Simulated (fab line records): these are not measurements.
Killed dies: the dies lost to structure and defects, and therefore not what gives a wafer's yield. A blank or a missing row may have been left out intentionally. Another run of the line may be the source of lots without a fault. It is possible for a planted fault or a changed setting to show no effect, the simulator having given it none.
Matching of chambers -- flow sky130 -- SKY_CONTACT_CMP_04 on cmp-02: 4 sister chambers
The step polishes SiO2. 8 wafers are shown with their chamber, then 7 later ones without.

## WAFERS, EACH WITH ITS CHAMBER
wafer,chamber,motor current A (A),time to endpoint s (s)
L651.6,2,11.3,81
L655.1,0,11.2,75
L655.2,1,14.1,80
L658.1,1,15.4,81
L658.2,3,11.3,76
L658.6,2,11.3,80
L659.1,3,12.5,84
L659.2,0,11.6,83

## WAFERS WHOSE CHAMBER IS MISSING
wafer,motor current A (A),time to endpoint s (s)
L659.3,15.3,82
L670.1,11.4,88
L670.3,12.2,88
L670.4,11.6,91
L671.1,15.3,84
L671.2,11.1,85
L671.4,11.6,86

## CHAMBER TAKEN BY EACH
wafer,from the rows above,in truth
L659.3,1,1
L670.1,can't be placed: 2 or 3 or 0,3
L670.3,can't be placed: 3 or 2 or 0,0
L670.4,can't be placed: 2 or 3 or 0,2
L671.1,1,1
L671.2,can't be placed: 2 or 0 or 3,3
L671.4,can't be placed: 2 or 3 or 0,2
Placed correctly: 2 of 7. From these rows, 5 cannot be placed; in 5 the true chamber is one of the candidates. Wrongly placed: 0.
How it was worked out, from the rows above alone: a wafer's distance from a chamber is the root of the sum, over the readings, of the square of ((its reading less the chamber's mean) divided by the reading's scatter). If the next closest chamber is less than 2 further off than the closest, the wafer can't be placed; otherwise it belongs to the closest. Each chamber's mean is taken over the wafers shown for it. The scatter: the root of (the sum of the squares of (reading less its chamber's mean) over the shown wafers, divided by (wafers less chambers)).
